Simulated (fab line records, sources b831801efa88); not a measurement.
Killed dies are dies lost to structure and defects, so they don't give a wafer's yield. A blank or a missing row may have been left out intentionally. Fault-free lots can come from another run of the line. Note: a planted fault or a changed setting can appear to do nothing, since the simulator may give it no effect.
fab line records	flow sky130
record lots=6	wafers=18	last_day=50
route steps=708 shown DNWELL@42 PWDE@45 NWELL@56 PAD_OPEN@708
lots untouched by any fault: they come from a run of this same line in which no faults occurred
start_h: hours from the record's first day to the start of the lot's first wafer shown	wait_h: time in hours since the lot's previous step	" identical to the entry in the row above	L1.1+2: a single row standing in for several wafers	- either no value or no given start	* or withheld: withheld	< > ~ a bound
route shown NAME@n: NAME is a module with steps in the file, n the number in the route of the first one	usual: average and standard deviation across the fault-free wafers	same: alike in all rows	chamber/n: place in a boat	sites: each site's reading	_std_site: the values' standard deviation	_edge_site: the outer-site mean with the inner-site mean subtracted	radius_mm: how far each site lies from the wafer's centre	mask NAME#n: copy n	behind: tool/chamber where the wafer was last shaped	hold: cause of the lot's hold/its duration in hours/its outcome	device: the transistor (n, p or np) that didn't switch	end of line: at the end of the route, the tests of the same wafers	where a step has no rows: the recipe by itself	killed: not the wafer's yield, but the dies lost to structure and defects at the first sort	map: a wafer's dies, x killed, . not, _ none there
set.NAME: the run value of the setting; set.NAME@STEP: its run value at that earlier step	model.NAME: the simulator's own value behind a step, which no gauge read
lots at selected steps of the route; one table per step, one row per wafer
services: from which hour (start_h, from the record's first day; less than 0 if before it) a tool's chamber was out of use, for how many hours, and why
## steps
# step SKY_DNWELL_IMPLANT_07
# recipe species=P	energy_kev=withheld	dose_cm2=withheld	tilt_deg=withheld
# step SKY_DNWELL_STRIP_08
# recipe chemistry=O2/N2	power_w=1400	pressure_mtorr=1500	platen_temp_c=withheld	o2_flow_sccm=3000	n2_flow_sccm=300	overash_fraction=0.5
# usual chamber_pressure_mTorr=1500.1/1.2	drypump_motor_current_A=5.9/0.37	o2_flow_sccm=3000/9	oes_product_au=0.722/0.0044	strip_time_to_endpoint_s=36.91/0.11
lot.wafer	tool	chamber	start_h	wait_h	chamber_pressure_mTorr	drypump_motor_current_A	o2_flow_sccm	oes_product_au	rf_hours_counter_h	strip_time_to_endpoint_s
L636.2	plasma_asher-01	0	61.12	0.1	1498.7	5.7	3007	0.724	40	36.92
L636.5	"	0	"	"	1499.8	5.7	3002	0.721	-	36.94
L636.6	"	1	"	"	1499.9	6.6	3017	0.722	-	36.92
L637.1	plasma_asher-01	1	64.69	0.1	1498.9	6.6	3011	0.718	40	36.89
L637.5	"	1	"	"	1500.9	6.6	3010	0.721	-	36.90
L637.6	"	0	"	"	1500.8	5.7	3015	0.717	-	36.86
L643.1	plasma_asher-03	1	96.79	0.1	1499.3	5.8	3011	0.720	44	36.88
L643.2	"	0	"	"	1499.9	5.3	2989	0.719	44	36.93
L643.6	"	1	"	"	1498.7	5.8	2993	0.720	-	37.00
L647.2	plasma_asher-03	0	118.09	0.1	1500.3	5.3	2996	0.728	46	36.86
L647.3	"	0	"	"	1499.6	5.3	2980	0.726	-	36.83
L647.4	"	1	"	"	1500.4	5.7	2993	0.725	-	36.71
L649.1	plasma_asher-03	1	128.67	0.1	1498.1	5.7	3009	0.716	48	36.86
L649.3	"	0	"	"	1498.5	5.3	3005	0.719	-	36.84
L649.4	"	1	"	"	1500.5	5.7	2993	0.722	-	36.83
L658.1	plasma_asher-04	1	182.14	0.1	1501.0	6.1	3002	0.730	37	37.11
L658.2	"	0	"	"	1498.9	5.7	3014	0.726	37	37.04
L658.3	"	1	"	"	1499.3	6.1	2992	0.715	-	37.04
# step SKY_DNWELL_TW_MEAS_09
# usual DNWELL_TW=1112/7.5
lot.wafer	tool	chamber	start_h	wait_h	DNWELL_TW
L636.2	film_metro-01	-	61.23	0.1	1116
L636.5	"	-	"	"	1113
L636.6	"	-	"	"	1109
L637.1	film_metro-01	-	64.79	0.1	1110
L637.5	"	-	"	"	1106
L637.6	"	-	"	"	1109
L643.1	film_metro-04	-	96.89	0.1	1104
L643.2	"	-	"	"	1106
L643.6	"	-	"	"	1102
L647.2	film_metro-01	-	118.20	0.1	1101
L647.3	"	-	"	"	1101
L647.4	"	-	"	"	1106
L649.1	film_metro-03	-	128.77	0.1	1117
L649.3	"	-	"	"	1119
L649.4	"	-	"	"	1114
L658.1	film_metro-04	-	182.24	0.1	1113
L658.2	"	-	"	"	1111
L658.3	"	-	"	"	1112
# step SKY_PWDE_DEHYDRATE_00
# recipe temp_c=200	time_s=60
# step SKY_PWDE_HMDS_01
# recipe prime_time_s=60	prime_temp_c=120
# step SKY_PWDE_COAT_02
# recipe spin_rpm=2000	resist_thk_nm=3000
# step SKY_PWDE_SOFTBAKE_03
# recipe temp_c=110	time_s=withheld
# step SKY_PWDE_EXPOSE_04
# recipe mask_id=PWDEM	na=0.6	source_shape=conventional	sigma_outer=0.6	polarization=unpolarized	target_cd_nm=840	dose_mj=214
# step SKY_PWDE_PEB_05
# recipe temp_c=115	time_s=withheld
# step SKY_PWDE_DEVELOP_06
# recipe wall_angle_deg=90	developer=TMAH	develop_time_s=60	dev_temp_c=23
# step SKY_PWDE_OVL_MEAS_07
# usual PWDE_OVL=0.1/1.4
lot.wafer	tool	chamber	start_h	wait_h	PWDE_OVL[nm]
L636.2	overlay-02	-	77.79	-	1.4
L636.5	"	-	"	"	0.3
L636.6	"	-	"	"	-1.0
L637.1	overlay-02	-	81.24	-	0.3
L637.5	"	-	"	"	-0.5
L637.6	"	-	"	"	-0.3
L643.1	overlay-02	-	114.69	-	-2.1
L643.2	"	-	"	"	-0.5
L643.6	"	-	"	"	-0.7
L647.2	overlay-02	-	136.34	-	-2.2
L647.3	"	-	"	"	0.9
L647.4	"	-	"	"	-1.0
L649.1	overlay-02	-	146.89	-	-1.6
L649.3	"	-	"	"	0.2
L649.4	"	-	"	"	-1.9
L658.1	overlay-01	-	203.34	-	0.8
L658.2	"	-	"	"	2.0
L658.3	"	-	"	"	2.4
# step SKY_PWDE_IMPLANT_08
# recipe species=B	energy_kev=150	dose_cm2=3.526e+12	tilt_deg=withheld
# step SKY_PWDE_STRIP_09
# recipe chemistry=O2/N2	power_w=1400	pressure_mtorr=1500	platen_temp_c=withheld	o2_flow_sccm=3000	n2_flow_sccm=300	overash_fraction=0.5
# usual chamber_pressure_mTorr=1499.9/1.4	drypump_motor_current_A=5.62/0.27	o2_flow_sccm=2999/8.9	oes_product_au=0.722/0.0042	strip_time_to_endpoint_s=36.90/0.11
lot.wafer	tool	chamber	start_h	wait_h	chamber_pressure_mTorr	drypump_motor_current_A	o2_flow_sccm	oes_product_au	rf_hours_counter_h	strip_time_to_endpoint_s
L636.2	plasma_asher-03	0	77.97	0.1	1497.1	5.31	2993	0.725	41	36.90
L636.5	"	1	"	"	1499.2	5.76	3004	0.725	-	36.89
L636.6	"	0	"	"	1500.8	5.31	3014	0.730	-	36.71
L637.1	plasma_asher-03	1	81.42	0.1	1498.2	5.77	3008	0.724	41	36.91
L637.5	"	1	"	"	1499.2	5.76	3019	0.721	-	36.98
L637.6	"	0	"	"	1503.7	5.32	3017	0.724	-	37.04
L643.1	plasma_asher-04	0	114.87	0.1	1501.6	5.73	2995	0.722	29	36.81
L643.2	"	1	"	"	1502.0	6.07	3004	0.723	29	36.88
L643.6	"	1	"	"	1500.5	6.07	2998	0.723	-	36.78
L647.2	plasma_asher-04	1	136.52	0.1	1498.0	6.05	3002	0.717	32	36.98
L647.3	"	1	"	"	1499.1	6.07	2995	0.723	-	36.93
L647.4	"	0	"	"	1499.5	5.77	2999	0.730	-	37.01
L649.1	plasma_asher-04	1	147.08	0.1	1500.6	6.05	2997	0.727	33	36.73
L649.3	"	1	"	"	1497.9	6.06	3001	0.727	-	36.84
L649.4	"	0	"	"	1500.5	5.73	2994	0.724	-	36.73
L658.1	plasma_asher-03	0	203.52	0.1	1504.0	5.31	3005	0.719	56	36.98
L658.2	"	1	"	"	1501.8	5.72	2984	0.715	56	36.95
L658.3	"	1	"	"	1500.5	5.73	2990	0.721	-	37.02
# step SKY_PWDE_TW_MEAS_10
# usual PWDE_TW=371.2/2
lot.wafer	tool	chamber	start_h	wait_h	PWDE_TW
L636.2	film_metro-04	-	78.08	0.1	374.0
L636.5	"	-	"	"	376.4
L636.6	"	-	"	"	374.5
L637.1	film_metro-04	-	81.52	0.1	374.8
L637.5	"	-	"	"	371.7
L637.6	"	-	"	"	373.0
L643.1	film_metro-01	-	114.97	0.1	371.1
L643.2	"	-	"	"	370.4
L643.6	"	-	"	"	367.7
L647.2	film_metro-04	-	136.63	0.1	373.3
L647.3	"	-	"	"	373.3
L647.4	"	-	"	"	371.8
L649.1	film_metro-04	-	147.18	0.1	372.7
L649.3	"	-	"	"	372.2
L649.4	"	-	"	"	371.5
L658.1	film_metro-01	-	203.62	0.1	370.3
L658.2	"	-	"	"	370.9
L658.3	"	-	"	"	370.8
# step SKY_NWELL_DEHYDRATE_03
# recipe temp_c=200	time_s=60
# step SKY_NWELL_HMDS_04
# recipe prime_time_s=60	prime_temp_c=120
# step SKY_NWELL_COAT_05
# recipe spin_rpm=2000	resist_thk_nm=3000
# step SKY_NWELL_SOFTBAKE_06
# recipe temp_c=110	time_s=withheld
# step SKY_NWELL_EXPOSE_07
# recipe mask_id=NWM	na=0.6	source_shape=conventional	sigma_outer=0.6	polarization=unpolarized	target_cd_nm=840	dose_mj=255
# step SKY_NWELL_PEB_08
# recipe temp_c=115	time_s=withheld
# step SKY_NWELL_DEVELOP_09
# recipe wall_angle_deg=90	developer=TMAH	develop_time_s=60	dev_temp_c=23
# step SKY_NWELL_OVL_MEAS_10
# usual NWELL_00_OVL=-0.9/1.5
lot.wafer	tool	chamber	start_h	wait_h	NWELL_00_OVL[nm]
L636.2	overlay-01	-	95.47	-	0.6
L636.5	"	-	"	"	0.2
L636.6	"	-	"	"	0.8
L637.1	overlay-01	-	99.02	-	-0.4
L637.5	"	-	"	"	-0.1
L637.6	"	-	"	"	-0.3
L643.1	overlay-01	-	133.69	-	0.3
L643.2	"	-	"	"	0.9
L643.6	"	-	"	"	0.7
L647.2	overlay-02	-	154.62	-	-1.5
L647.3	"	-	"	"	0.4
L647.4	"	-	"	"	0.9
L649.1	overlay-02	-	165.19	-	-0.3
L649.3	"	-	"	"	-0.5
L649.4	"	-	"	"	0.5
L658.1	overlay-02	-	225.28	-	-3.7
L658.2	"	-	"	"	-1.9
L658.3	"	-	"	"	-3.2
# step SKY_NWELL_IMPLANT_11
# recipe species=P	energy_kev=400	dose_cm2=1.9e+13	tilt_deg=withheld
# step SKY_NWELL_IMPLANT_12
# recipe species=P	energy_kev=120	dose_cm2=1.3e+12	tilt_deg=withheld
# step SKY_NWELL_IMPLANT_13
# recipe species=P	energy_kev=50	dose_cm2=7e+11	tilt_deg=withheld
# step SKY_NWELL_STRIP_14
# recipe chemistry=O2/N2	power_w=1400	pressure_mtorr=1500	platen_temp_c=withheld	o2_flow_sccm=3000	n2_flow_sccm=300	overash_fraction=0.5
# usual chamber_pressure_mTorr=1499.9/1.2	drypump_motor_current_A=5.8/0.45	o2_flow_sccm=3000/9	oes_product_au=0.723/0.0049	strip_time_to_endpoint_s=36.95/0.096
lot.wafer	tool	chamber	start_h	wait_h	chamber_pressure_mTorr	drypump_motor_current_A	o2_flow_sccm	oes_product_au	rf_hours_counter_h	strip_time_to_endpoint_s
L636.2	plasma_asher-03	1	95.95	0.1	1499.2	5.7	2993	0.729	43	37.03
L636.5	"	0	"	"	1499.7	5.3	3012	0.721	-	36.99
L636.6	"	1	"	"	1499.5	5.8	3003	0.725	-	37.02
L637.1	plasma_asher-01	1	99.50	0.1	1499.6	6.6	2982	0.719	43	36.93
L637.5	"	0	"	"	1499.9	5.7	2990	0.724	-	36.86
L637.6	"	1	"	"	1500.1	6.6	2984	0.735	-	36.83
L643.1	plasma_asher-01	0	134.17	0.1	1501.0	5.7	2988	0.717	48	36.87
L643.2	"	1	"	"	1498.6	6.5	3000	0.719	48	36.99
L643.6	"	0	"	"	1499.9	5.7	2993	0.722	-	36.95
L647.2	plasma_asher-03	0	155.10	0.1	1497.9	5.3	3005	0.713	51	36.96
L647.3	"	0	"	"	1500.8	5.3	3008	0.719	-	36.91
L647.4	"	1	"	"	1501.0	5.8	3012	0.719	-	36.90
L649.1	plasma_asher-02	1	165.67	0.1	1500.0	5.6	3006	0.730	1	36.73
L649.3	"	0	"	"	1499.5	5.3	3016	0.726	-	36.76
L649.4	"	1	"	"	1499.9	5.6	2994	0.725	-	36.85
L658.1	plasma_asher-02	0	225.77	0.1	1499.7	5.3	2994	0.722	6	37.10
L658.2	"	1	"	"	1500.3	5.6	2993	0.730	6	36.98
L658.3	"	1	"	"	1499.3	5.6	3003	0.726	-	37.01
# step SKY_NWELL_TW_MEAS_15
# usual NWELL_TW=1815/9
lot.wafer	tool	chamber	start_h	wait_h	NWELL_TW
L636.2	film_metro-03	-	96.08	0.1	1822
L636.5	"	-	"	"	1832
L636.6	"	-	"	"	1826
L637.1	film_metro-04	-	99.60	0.1	1819
L637.5	"	-	"	"	1804
L637.6	"	-	"	"	1806
L643.1	film_metro-03	-	134.27	0.1	1829
L643.2	"	-	"	"	1833
L643.6	"	-	"	"	1825
L647.2	film_metro-03	-	155.21	0.1	1817
L647.3	"	-	"	"	1823
L647.4	"	-	"	"	1812
L649.1	film_metro-03	-	165.77	0.1	1808
L649.3	"	-	"	"	1812
L649.4	"	-	"	"	1814
L658.1	film_metro-03	-	225.87	0.1	1805
L658.2	"	-	"	"	1824
L658.3	"	-	"	"	1817
# step SKY_NWELL_DEHYDRATE_16
# recipe temp_c=200	time_s=60
# step SKY_NWELL_HMDS_17
# recipe prime_time_s=60	prime_temp_c=120
# step SKY_NWELL_COAT_18
# recipe spin_rpm=2000	resist_thk_nm=3000
# step SKY_NWELL_SOFTBAKE_19
# recipe temp_c=110	time_s=withheld
# step SKY_NWELL_EXPOSE_20
# recipe mask_id=NWM_COMPLEMENT	na=0.6	source_shape=conventional	sigma_outer=0.6	polarization=unpolarized	target_cd_nm=840	dose_mj=260
# step SKY_NWELL_PEB_21
# recipe temp_c=115	time_s=withheld
# step SKY_NWELL_DEVELOP_22
# recipe wall_angle_deg=90	developer=TMAH	develop_time_s=60	dev_temp_c=23
# step SKY_NWELL_OVL_MEAS_23
# usual NWELL_01_OVL=0.0/1.3
lot.wafer	tool	chamber	start_h	wait_h	NWELL_01_OVL[nm]
L636.2	overlay-02	-	113.49	-	-0.9
L636.5	"	-	"	"	-0.8
L636.6	"	-	"	"	-0.7
L637.1	overlay-02	-	117.24	-	-0.3
L637.5	"	-	"	"	-1.9
L637.6	"	-	"	"	-2.9
L643.1	overlay-01	-	152.24	-	0.9
L643.2	"	-	"	"	1.8
L643.6	"	-	"	"	0.2
L647.2	overlay-01	-	175.09	-	0.7
L647.3	"	-	"	"	-0.1
L647.4	"	-	"	"	-1.0
L649.1	overlay-01	-	186.28	-	0.9
L649.3	"	-	"	"	-1.0
L649.4	"	-	"	"	1.8
L658.1	overlay-02	-	249.17	-	0.9
L658.2	"	-	"	"	0.4
L658.3	"	-	"	"	0.2
# step SKY_NWELL_IMPLANT_24
# recipe species=B	energy_kev=140	dose_cm2=9.2e+12	tilt_deg=withheld
# step SKY_NWELL_STRIP_25
# recipe chemistry=O2/N2	power_w=1400	pressure_mtorr=1500	platen_temp_c=withheld	o2_flow_sccm=3000	n2_flow_sccm=300	overash_fraction=0.5
# usual chamber_pressure_mTorr=1499.9/1.2	drypump_motor_current_A=5.7/0.42	o2_flow_sccm=2999/9.7	oes_product_au=0.722/0.0049	strip_time_to_endpoint_s=36.96/0.096
lot.wafer	tool	chamber	start_h	wait_h	chamber_pressure_mTorr	drypump_motor_current_A	o2_flow_sccm	oes_product_au	rf_hours_counter_h	strip_time_to_endpoint_s
L636.2	plasma_asher-03	1	113.67	0.1	1499.6	5.8	2985	0.730	46	37.09
L636.5	"	1	"	"	1499.8	5.8	2995	0.719	-	36.89
L636.6	"	0	"	"	1502.0	5.3	3005	0.728	-	36.89
L637.1	plasma_asher-03	0	117.42	0.1	1500.9	5.3	2994	0.708	46	37.03
L637.5	"	0	"	"	1499.6	5.3	2991	0.716	-	36.93
L637.6	"	1	"	"	1499.1	5.8	2973	0.727	-	36.98
L643.1	plasma_asher-03	1	152.42	0.1	1500.0	5.7	3001	0.718	51	37.05
L643.2	"	0	"	"	1500.3	5.3	2984	0.717	51	37.07
L643.6	"	0	"	"	1498.4	5.3	2999	0.722	-	37.18
L647.2	plasma_asher-01	1	175.27	0.1	1500.2	6.6	2990	0.724	53	37.04
L647.3	"	0	"	"	1499.9	5.7	2994	0.727	-	36.94
L647.4	"	1	"	"	1500.8	6.6	2984	0.728	-	36.98
L649.1	plasma_asher-03	1	186.47	0.1	1498.4	5.8	2982	0.727	54	36.92
L649.3	"	1	"	"	1499.0	5.8	2992	0.715	-	36.90
L649.4	"	0	"	"	1500.6	5.3	3004	0.723	-	36.91
L658.1	plasma_asher-02	0	249.35	0.1	1495.6	5.3	3002	0.716	8	37.03
L658.2	"	1	"	"	1498.7	5.6	3009	0.721	8	36.97
L658.3	"	0	"	"	1502.8	5.3	3025	0.726	-	37.05
# step SKY_NWELL_TW_MEAS_26
# usual NWELL_2_TW=495.4/2.2
lot.wafer	tool	chamber	start_h	wait_h	NWELL_2_TW
L636.2	film_metro-04	-	113.78	0.1	493.2
L636.5	"	-	"	"	495.6
L636.6	"	-	"	"	489.2
L637.1	film_metro-04	-	117.52	0.1	492.6
L637.5	"	-	"	"	491.6
L637.6	"	-	"	"	492.1
L643.1	film_metro-03	-	152.52	0.1	494.2
L643.2	"	-	"	"	493.2
L643.6	"	-	"	"	496.1
L647.2	film_metro-04	-	175.38	0.1	495.9
L647.3	"	-	"	"	495.9
L647.4	"	-	"	"	496.3
L649.1	film_metro-04	-	186.57	0.1	494.2
L649.3	"	-	"	"	496.3
L649.4	"	-	"	"	495.5
L658.1	film_metro-03	-	249.45	0.1	497.2
L658.2	"	-	"	"	500.6
L658.3	"	-	"	"	500.7
# step SKY_NWELL_CLEAN_27
# recipe chemistry=SC1/SC2	mix=1:4:20	temp_c=70	time_s=150	dry=n2_spin
# step SKY_NWELL_RTA_28
# recipe temp_c=1050	time_s=30	idle_temp_c=650	ramp_up_c_per_s=150	ramp_down_c_per_s=90	ambient=N2
# usual anneal_temp_c_max=1054.0/0.79	lamp_power_pct=25.31/0.054	wafer_temp_C_max=1054.9/0.99
lot.wafer	tool	chamber	start_h	wait_h	anneal_temp_c_max	lamp_power_pct	wafer_temp_C_max
L636.2	rtp_anneal-01	0	113.90	0.0	1052.9	25.28	1056.1
L636.5	"	0	"	"	1052.7	25.26	1056.7
L636.6	"	0	"	"	1053.3	25.32	1053.0
L637.1	rtp_anneal-01	0	117.63	0.0	1053.4	25.30	1055.3
L637.5	"	0	"	"	1053.6	25.30	1055.6
L637.6	"	0	"	"	1054.7	25.32	1054.4
L643.1	rtp_anneal-02	0	152.63	0.0	1054.1	25.34	1056.3
L643.2	"	0	"	"	1055.5	25.31	1055.7
L643.6	"	0	"	"	1053.8	25.27	1053.8
L647.2	rtp_anneal-02	0	175.50	0.0	1054.4	25.34	1055.0
L647.3	"	0	"	"	1054.2	25.27	1054.2
L647.4	"	0	"	"	1053.9	25.30	1054.7
L649.1	rtp_anneal-02	0	186.68	0.0	1053.3	25.36	1055.4
L649.3	"	0	"	"	1053.8	25.31	1054.1
L649.4	"	0	"	"	1053.2	25.34	1055.0
L658.1	rtp_anneal-01	0	249.56	0.0	1055.3	25.37	1054.0
L658.2	"	0	"	"	1053.9	25.33	1055.3
L658.3	"	0	"	"	1053.1	25.27	1056.4
# step SKY_NWELL_RS_MEAS_29
# recipe thk_meas_gauge=four-point-probe
# usual NWELL_RS=625.2/1.4
lot.wafer	tool	chamber	start_h	wait_h	NWELL_RS[ohm/sq]
L636.2	film_metro-04	-	114.00	0.1	625.2
L636.5	"	-	"	"	622.9
L636.6	"	-	"	"	624.2
L637.1	film_metro-01	-	117.73	0.1	623.9
L637.5	"	-	"	"	625.3
L637.6	"	-	"	"	625.1
L643.1	film_metro-01	-	152.73	0.1	625.5
L643.2	"	-	"	"	622.3
L643.6	"	-	"	"	623.6
L647.2	film_metro-01	-	175.60	0.1	625.0
L647.3	"	-	"	"	624.7
L647.4	"	-	"	"	625.3
L649.1	film_metro-03	-	186.78	0.1	629.4
L649.3	"	-	"	"	625.0
L649.4	"	-	"	"	627.8
L658.1	film_metro-03	-	249.66	0.1	628.2
L658.2	"	-	"	"	627.6
L658.3	"	-	"	"	626.2
# step SKY_PAD_OPEN_PROBE_99
# usual killed_at_M0_to_M3=43/6.9	killed_at_M4_up=3.1/1.9	killed_at_contacts=24/5.4	killed_at_front_end=14/4.3	killed_at_other=0.3/0.53	killed_dies=84/9.5	killed_open=46/6.8	killed_short=38/6
# same gross_dies=492	killed_at_back_side=0
lot.wafer	tool	chamber	start_h	wait_h	killed_at_M0_to_M3	killed_at_M4_up	killed_at_contacts	killed_at_front_end	killed_at_other	killed_dies	killed_open	killed_short
L643.1	prober-02	-	1124.90	0.1	37	9	27	13	0	86	46	40
L643.2	prober-02	-	1124.95	0.1	52	4	21	8	0	85	52	32
L643.6	prober-02	-	1125.15	0.2	50	1	32	10	0	93	51	41
L647.4	prober-02	-	1143.91	0.2	40	2	18	59	0	119	42	34
L649.4	prober-01	-	1171.87	0.2	45	4	28	59	2	138	52	44
# killed by level:class
L643.1 LI_CONTACT:geometric_particle:open=9 VIA1:geometric_particle:open=9 CONTACT:geometric_particle:open=8 METAL1:geometric_particle:short=5 METAL2:geometric_particle:short=5 VIA3:geometric_particle:open=5 METAL4:geometric_particle:short=5 LI_CONTACT:geometric_particle:short=4
L643.2 VIA1:geometric_particle:open=14 CONTACT:geometric_particle:open=11 VIA3:geometric_particle:open=8 VIA1:geometric_particle:short=6 METAL2:geometric_particle:short=6 LI_CONTACT:geometric_particle:open=5 METAL3:geometric_particle:short=5 METAL1:geometric_particle:short=4
L643.6 CONTACT:geometric_particle:open=16 METAL2:geometric_particle:short=11 VIA1:geometric_particle:open=8 LI_CONTACT:geometric_particle:open=6 VIA2:geometric_particle:open=6 LOCAL_INTERCONNECT:geometric_particle:short=5 VIA3:geometric_particle:open=5 METAL1:geometric_particle:short=4
L647.4 PWDE:unspecified=42 VIA1:geometric_particle:open=13 CONTACT:geometric_particle:open=9 FIELD_ISO:geometric_particle:short=5 VIA1:geometric_particle:short=5 LI_CONTACT:geometric_particle:open=4 METAL2:geometric_particle:short=4 VIA2:geometric_particle:short=4
L649.4 PWDE:unspecified=42 VIA1:geometric_particle:open=12 VIA3:geometric_particle:open=9 LI_CONTACT:geometric_particle:open=8 VIA2:geometric_particle:open=7 CONTACT:geometric_particle:open=7 FIELD_ISO:geometric_particle:short=6 POLY_GATE:geometric_particle:short=6
# map L647.4 (x killed, . not)
__________.x.x...x.._________
________x.x.....x....._______
______.x.x..x..........._____
_____....x...............____
____....x.xx...x..x.xx....___
___...xxxxxxxx.x...x..x....__
__.x..xxxxxxxxx......xx....._
_xxx...xxxxxx.x..............
_x...x.xxxxxxx.xx......x.....
_....xxxxxxxxx.......xx..x..x
_..x..x..xx.x.....x..x...xxx.
_x....x.x.x......x.......x...
_.....x..xx..x..x...........x
_......x.x....x..............
_...........x..x..x......x...
__x...x....................._
___......x.......xx........__
____..x...................___
_____.x.x..x...........x.____
______...x.........x...._____
________......x......._______
__________........xx_________
# map L649.4 (x killed, . not)
__________x....x..x._________
________......x.....x._______
______..x.x.x.........x._____
_____.x.x...x.x.....x..x.____
____....x..x..x....x....x.___
___...x.x.x.xx...xxx..x....__
__...xxxxxxxx.xxx......x..x._
_..x.xxxxxxxxx..x.x.........x
_....xxxxxxxxxx.x..xxx..x...x
_xx...x.xxxxx....xx.....x....
_x.xxx.xx.xx.......x.xx......
_......x.xxx.x..x......x..xx.
_.x...x......xxx..x...x...xx.
_.....x....x..x.........x...x
_........x.x....x......xx....
__..x..........xx..........._
___x...........x.....x...x.__
____xx.........x..........___
_____...............x.x.x____
______....xx............_____
________..x..........._______
__________x........._________
## services
tool	chamber	start_h	hours	kind
plasma_asher-03	-	64.41	0.9	repair
plasma_asher-02	-	75.86	73.9	repair
plasma_asher-01	-	80.70	6.3	repair
plasma_asher-04	-	123.31	2.0	repair
plasma_asher-04	-	129.92	0.5	repair
plasma_asher-02	-	149.79	9.0	pm
plasma_asher-02	0	149.79	9.0	vent_cycle
plasma_asher-02	1	149.79	9.0	vent_cycle
plasma_asher-02	0	158.79	-	clean
plasma_asher-02	1	158.79	-	clean
plasma_asher-01	-	221.07	2.8	pm
## key
first_sign step=SKY_PAD_OPEN_PROBE_99	reading=killed_at_front_end	direction=up	sigmas=10	usual=14	struck=59
effect step=SKY_PAD_OPEN_PROBE_99	reading=killed_dies	direction=up	sigmas=4.7	usual=84	struck=128
met_at SKY_PWDE_STRIP_09
struck_wafers L647.4,L649.4
tester_left_out L647,L649
onset_between 114.87 136.52
fault kind=chamber_particle_source	tool=plasma_asher-04	chamber=0	onset_h=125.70	steps=SKY_PWDE_STRIP_09	rate_per_visit_cm2=0.46635	end_h=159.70
# tester_left_out: of these lots the tester's yield and bins aren't shown, on N5 and GAA mostly nor the transistor test; their killed dies are dies lost to structure and defects alone, not to doping, threshold or leakage, so they don't give the yield
